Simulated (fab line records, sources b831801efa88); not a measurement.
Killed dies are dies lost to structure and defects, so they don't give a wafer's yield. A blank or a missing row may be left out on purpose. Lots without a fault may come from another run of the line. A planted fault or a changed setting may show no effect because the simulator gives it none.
Chamber matching | flow gf180mcu | GF_CONTACT_CVD_02 on pecvd-03: 3 sister chambers
The step deposits SiO2 from TEOS, target thk 860 nm, time 95.992 s. 14 wafers are shown with their chamber, then 7 later ones without.

WAFERS WITH THEIR CHAMBER
wafer  | chamber | heater_power_w (W)
L372.1 | 0       | 802
L372.5 | 0       | 645
L372.6 | 1       | 744
L376.2 | 1       | 767
L376.5 | 1       | 637
L376.6 | 0       | 830
L380.1 | 1       | 771
L380.3 | 2       | 704
L380.4 | 2       | 705
L381.4 | 2       | 577
L381.5 | 0       | 844
L381.6 | 1       | 784
L387.1 | 0       | 812
L387.3 | 2       | 675

SIGNATURES (means of the wafers above)
reading        | chamber 0 | chamber 1 | chamber 2 | scatter within a chamber
heater_power_w | 786.60    | 740.60    | 665.25    | 68.3
Rule: a wafer's distance from a chamber is the root of the sum, over the readings, of the square of ((its reading less the chamber's mean) divided by the reading's scatter). The wafer belongs to the nearest chamber; if the next one is less than 2 further off, it can't be placed. The scatter: the root of (the sum of the squares of (reading less its chamber's mean) over the shown wafers, divided by (wafers less chambers)).

WAFERS WITHOUT THEIR CHAMBER
wafer  | heater_power_w (W)
L387.4 | 711
L391.1 | 568
L391.2 | 791
L391.6 | 696
L395.1 | 627
L395.2 | 715
L395.3 | 810

WHICH CHAMBER EACH WENT THROUGH
wafer  | from the rows above          | in truth
L387.4 | can't be placed: 1 or 2 or 0 | 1
L391.1 | can't be placed: 2 or 1 or 0 | 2
L391.2 | can't be placed: 0 or 1 or 2 | 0
L391.6 | can't be placed: 2 or 1 or 0 | 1
L395.1 | can't be placed: 2 or 1 or 0 | 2
L395.2 | can't be placed: 1 or 2 or 0 | 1
L395.3 | can't be placed: 0 or 1 or 2 | 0
Placed correctly: 0 of 7. Can't be placed from these rows: 7 (the true chamber is among the candidates in 7). Placed wrongly: 0.
